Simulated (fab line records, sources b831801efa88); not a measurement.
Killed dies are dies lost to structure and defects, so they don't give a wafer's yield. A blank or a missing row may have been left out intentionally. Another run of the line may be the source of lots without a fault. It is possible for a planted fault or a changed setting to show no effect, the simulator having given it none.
Matching of chambers ; flow gf180mcu ; pecvd-01 running GF_V2_CVD_02: 3 sister chambers
The step deposits SiO2 from TEOS, target thk 850 nm, time 94.851 s. 3 wafers are shown with their chamber, then 12 later ones without.

WAFERS PAIRED WITH THEIR CHAMBERS
wafer;chamber;heaterPowerW (W)
L089.1;2;632
L089.2;1;558
L089.3;0;647

WAFERS WHOSE CHAMBER IS MISSING
wafer;heaterPowerW (W)
L089.4;592
L089.5;701
L089.6;683
L093.3;672
L093.5;725
L093.6;615
L094.1;589
L094.2;657
L094.3;600
L094.4;713
L094.5;507
L094.6;642

THE CHAMBER EACH PASSED THROUGH
wafer;from the rows above;in truth
L089.4;can't be placed: 1 or 2 or 0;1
L089.5;can't be placed: 0 or 2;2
L089.6;can't be placed: 0 or 2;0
L093.3;can't be placed: 0 or 2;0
L093.5;can't be placed: 0 or 2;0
L093.6;can't be placed: 2 or 0 or 1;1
L094.1;can't be placed: 1 or 2 or 0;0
L094.2;can't be placed: 0 or 2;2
L094.3;can't be placed: 2 or 1 or 0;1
L094.4;can't be placed: 0 or 2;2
L094.5;can't be placed: 1 or 2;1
L094.6;can't be placed: 0 or 2 or 1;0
0 of 12 placed correctly. These rows do not allow placing 12 (true chamber among the candidates in 12). Wrongly placed: 0.
How it was worked out, from the rows above alone: a wafer's distance from a chamber is the root of the sum, over the readings, of the square of ((its reading less the chamber's mean) divided by the reading's scatter). If the next closest chamber is less than 2 further off than the closest, the wafer can't be placed; otherwise it belongs to the closest. A chamber's mean is the mean of its shown wafers. The scatter (one wafer shown for each chamber): square how far every hidden wafer sits from the nearest shown wafer, average those squares and take the square root.
